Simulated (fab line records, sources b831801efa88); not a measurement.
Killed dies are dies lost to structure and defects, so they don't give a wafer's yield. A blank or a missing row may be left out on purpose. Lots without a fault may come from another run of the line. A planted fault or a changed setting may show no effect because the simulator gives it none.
Which tool did it? | flow gf180mcu | 6 lots, 18 wafers sampled, at 2 steps of a route of 602

WHAT THE GAUGES READ, wafer by wafer
GF_M2_RS_MEAS_05: measures by four-point-probe.
lot  | measured     | on            | M2_ALCU_RS (ohm/sq)
L561 | day 18 18:50 | film_metro-04 | 0.0700 0.0715 0.0693
L563 | day 19 16:31 | film_metro-01 | 0.0689 0.0706 0.0693
L568 | day 21 06:19 | film_metro-01 | 0.0703 0.0708 0.0703
L575 | day 24 13:13 | film_metro-01 | 0.0700 0.0692 0.0704
L579 | day 26 03:43 | film_metro-03 | 0.0697 0.0700 0.0693
L582 | day 26 14:26 | film_metro-01 | 0.0709 0.0702 0.0703

WHICH TOOL RAN EACH LOT (tool, then ch and the chambers of the sampled wafers, then the start)
lot  | GF_M2_SPUTTER_01
L561 | pvd_sputter-03, day 18 18:43
L563 | pvd_sputter-01, day 19 16:24
L568 | pvd_sputter-04, day 21 06:10
L575 | pvd_sputter-04, day 24 13:04
L579 | pvd_sputter-03, day 26 03:34
L582 | pvd_sputter-04, day 26 14:18
- GF_M2_SPUTTER_01: material TiN, target thk 30 nm, time 25 s.

THE ANSWER, worked out from the rows above alone
Rule: what is usual is taken from the lots themselves. Put in order of their means at a reading, lots are off if they are a third of the lots or fewer, leave a main group of 4 or more, and stand apart from it by a gap of 3 or more times the standard deviation of the main group's means; of several such gaps the widest counts. A main group whose means are all the same, to the digits that the tables above print for the reading, isn't used. A lot without any number at a reading at which 4 lots or more have one is off too. The other lots that the step has rows for count as sound.
No lot is off at any reading shown: from this, nothing can be told.

WHAT THE SIMULATOR HAD PUT IN
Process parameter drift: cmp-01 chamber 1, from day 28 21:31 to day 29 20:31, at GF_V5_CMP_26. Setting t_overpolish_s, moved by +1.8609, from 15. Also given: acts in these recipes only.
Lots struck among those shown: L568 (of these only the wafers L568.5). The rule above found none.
